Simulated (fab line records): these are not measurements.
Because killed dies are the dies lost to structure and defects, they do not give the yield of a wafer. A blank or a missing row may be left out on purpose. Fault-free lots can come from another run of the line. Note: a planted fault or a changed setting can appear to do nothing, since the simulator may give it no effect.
A struck lot beside a sound one + flow sky130 + 14 steps out of a route of 708
Sound: wafers L359.2, L359.3, L359.6. The struck wafers were L363.2, L363.4, L363.6. Last of all comes the cause.
Each step with rows lists, per side, the tool, then ch with its chambers, then its first start. Under that, the readings that differ: sound wafers + struck wafers + difference of the means + sigmas: that difference in standard deviations of wafers without a fault.
alike: readings whose means differ by less than 2 such deviations, and words and numbers that are the same on both sides. not compared: withheld readings, readings that some wafer has no value for, bounds like >300 that may hide the same value, and numbers for which the record gives no deviation and whose values overlap.
The two part at a step that has a row with sigmas, a row that says differs or no value, or rows on one side only. When numbers do not overlap yet have no deviation, they are printed without sigmas and do not part them. A reading missing from all wafers of one side parts the sides only when that side holds two or more wafers.

SKY_NWELL_RS_MEAS_29: measures by four-point-probe.
  struck on film metro-01, day 6 23:23; sound on film metro-01, day 5 23:42
  alike: NWELL_RS
SKY_NWELL_RS_MEAS_31: measures by four-point-probe.
  struck on film metro-01, day 6 23:37; sound on film metro-01, day 5 23:56
  alike: PWDE_RS
then, 7 steps without rows for these wafers: SKY_VT_ADJUST_HVTP_DEHYDRATE_00 (time 60 s); SKY_VT_ADJUST_HVTP_HMDS_01 (prime time 60 s); SKY_VT_ADJUST_HVTP_COAT_02 (resist thk 1140 nm); SKY_VT_ADJUST_HVTP_SOFTBAKE_03 (time 60 s); SKY_VT_ADJUST_HVTP_EXPOSE_04 (exposes mask HVTPM, target cd 380 nm); SKY_VT_ADJUST_HVTP_PEB_05; SKY_VT_ADJUST_HVTP_DEVELOP_06 (develop time 60 s).
SKY_VT_ADJUST_HVTP_CD_MEAS_07: target cd 380 nm.
  struck on cd sem-02, day 7 19:15; sound on cd sem-01, day 6 18:14
  alike: cd nm
SKY_VT_ADJUST_HVTP_OVL_MEAS_08:
  struck on overlay-01, day 7 19:22; sound on overlay-01, day 6 18:20
  alike: VT_ADJUST_HVTP_OVL
SKY_VT_ADJUST_HVTP_IMPLANT_09:
  sound on implanter-03 ch 0, day 6 18:24; struck on implanter-03 ch 0, day 7 19:25
| reading                   | sound                | struck               | difference | sigmas      |
|---------------------------|----------------------|----------------------|------------|-------------|
| beam energy keV           | 150.06 150.05 149.94 | 158.08 158.13 158.15 | +8.10      | +99 or more |
| model.implant.rp nm (nm)  | 82.77 82.77 82.77    | 89.88 89.88 89.88    | +7.11      |             |
| model.implant.drp nm (nm) | 33.4 33.4 33.4       | 34.9 34.9 34.9       | +1.5       |             |
SKY_VT_ADJUST_HVTP_STRIP_10: strips in O2/N2.
  sound on plasma asher-01 ch 1, day 6 18:31; struck on plasma asher-04 ch 0,1, day 7 19:32
  alike: drypump motor current A, oes product au, strip time to endpoint s
  not compared: rf hours counter h
-- the record jumps here: 40 days lie between the struck wafers' starts before and after (it left off in module VT_ADJUST_HVTP and takes up again in module PAD_OPEN, whose first step shown is number 708 of the route) --
SKY_PAD_OPEN_PROBE_99:
  struck on prober-01, day 47 12:53; sound on prober-01, day 46 08:10
| reading                                  | sound                   | struck                  | difference | sigmas |
|------------------------------------------|-------------------------|-------------------------|------------|--------|
| model.etest.tip p.rs ohm sq              | 6981 6967 6966          | 6686 6691 6660          | -292       |        |
| model.etest.pfet_01v8_mvt.drive ua um    | 150 153.1 147.4         | 160 158.1 165.3         | +11        |        |
| model.etest.pfet_01v8_mvt.off log10 a um | -10.93 -10.73 -10.97    | -9.501 -9.68 -9.504     | +1.315     |        |
| model.etest.pfet_01v8.off log10 a um     | -9.954 -9.166 -9.925    | -8.851 -9.061 -8.708    | +0.808     |        |
| model.etest.pfet_01v8_hvt.off log10 a um | -13.28 -12.69 -13.24    | -12.62 -12.47 -12.5     | +0.54      |        |
| model.etest.pfet_01v8_mvt.vt sat v (V)   | -0.5874 -0.5732 -0.5842 | -0.4764 -0.4898 -0.4636 | +0.1050    |        |
| model.etest.pfet_01v8.vt sat v (V)       | -0.6012 -0.5382 -0.5906 | -0.4897 -0.5097 -0.4482 | +0.0941    |        |
| model.etest.pfet_01v8_mvt.vt v (V)       | -0.6697 -0.6674 -0.6675 | -0.5715 -0.5817 -0.5629 | +0.0962    |        |
  alike: killed_at_M0_to_M3, killed_at_M4_up, killed at contacts, killed at front end, killed at other, killed dies, killed open, killed short

WHERE THEY PART
Within this record, at SKY_VT_ADJUST_HVTP_IMPLANT_09 only. Later steps at which nothing parts them and some readings are alike: SKY_VT_ADJUST_HVTP_STRIP_10, SKY_PAD_OPEN_PROBE_99.

WHY: what had been put in by the simulator
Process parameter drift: implanter-03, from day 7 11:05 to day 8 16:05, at SKY_VT_ADJUST_HVTP_IMPLANT_09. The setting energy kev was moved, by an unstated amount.
